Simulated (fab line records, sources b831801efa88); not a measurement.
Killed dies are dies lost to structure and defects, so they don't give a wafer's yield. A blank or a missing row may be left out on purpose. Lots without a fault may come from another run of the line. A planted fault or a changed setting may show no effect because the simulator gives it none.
A struck lot beside a sound one | flow sky130 | 14 steps out of a route of 708
Sound: wafers L907.1, L907.2, L907.6. Struck: wafers L921.2, L921.4, L921.5. The cause comes at the end.
At each step with rows: each side's tool, then ch and its chambers, then its first start. Under that, the readings that differ: sound wafers | struck wafers | difference of the means | sigmas: that difference in standard deviations of wafers without a fault.
alike: readings whose means differ by less than 2 such deviations, and words and numbers that are the same on both sides. not compared: withheld readings, readings that some wafer has no value for, bounds like >300 that may hide the same value, and numbers for which the record gives no deviation and whose values overlap.
The two part at a step that has a row with sigmas, a row that says differs or no value, or rows on one side only. Numbers that don't overlap but have no deviation are shown without sigmas and don't part them. A reading that every wafer of one side lacks parts them only if that side has two wafers or more.

first, 2 steps without rows for these wafers: SKY_NWELL_PEB_08; SKY_NWELL_DEVELOP_09 (develop time 60 s).
SKY_NWELL_OVL_MEAS_10:
  sound on overlay-01, day 5 07:42; struck on overlay-02, day 8 06:49
  alike: NWELL_00_OVL
then, 3 steps without rows for these wafers: SKY_NWELL_IMPLANT_11; SKY_NWELL_IMPLANT_12; SKY_NWELL_IMPLANT_13.
SKY_NWELL_STRIP_14: strips in O2/N2.
  sound on plasma_asher-03 ch 0,1, day 5 08:11; struck on plasma_asher-04 ch 0, day 8 07:18
  reading                     | sound          | struck         | difference | sigmas
  drypump_motor_current_A (A) | 5.94 5.68 5.69 | 5.28 5.32 5.32 | -0.46      | -2
  alike: oes_product_au, strip_time_to_endpoint_s
  not compared: rf_hours_counter_h
SKY_NWELL_TW_MEAS_15:
  sound on film_metro-03, day 5 08:17; struck on film_metro-04, day 8 07:25
  alike: NWELL_TW
then, 4 steps without rows for these wafers: SKY_NWELL_DEHYDRATE_16 (time 60 s); SKY_NWELL_HMDS_17 (prime time 60 s); SKY_NWELL_COAT_18 (resist thk 3000 nm); SKY_NWELL_SOFTBAKE_19.
SKY_NWELL_EXPOSE_20: exposes mask NWM COMPLEMENT, target cd 840 nm.
  sound on iline_stepper-01 ch 0, day 5 16:55; struck on iline_stepper-01, day 8 18:07
  no value came back on the struck wafers for exposure_dose_mJ_cm2, focus_offset_nm (nm); on the sound wafers exposure_dose_mJ_cm2 reads 259.92 259.74 260.04
  reading                       | sound                   | struck                  | difference | sigmas
  model.NWELL.overlay_y_nm (nm) | 0.07451 0.07451 0.07451 | 1.202 1.202 1.202       | +1.127     |
  model.NWELL.overlay_x_nm (nm) | -0.8095 -0.8095 -0.8095 | -0.9615 -0.9615 -0.9615 | -0.1520    |
  alike: mask
then, 1 step without rows for these wafers: SKY_NWELL_PEB_21.

WHERE THEY PART
First at SKY_NWELL_STRIP_14; last, within this record, at SKY_NWELL_EXPOSE_20.

WHY: what the simulator had put in
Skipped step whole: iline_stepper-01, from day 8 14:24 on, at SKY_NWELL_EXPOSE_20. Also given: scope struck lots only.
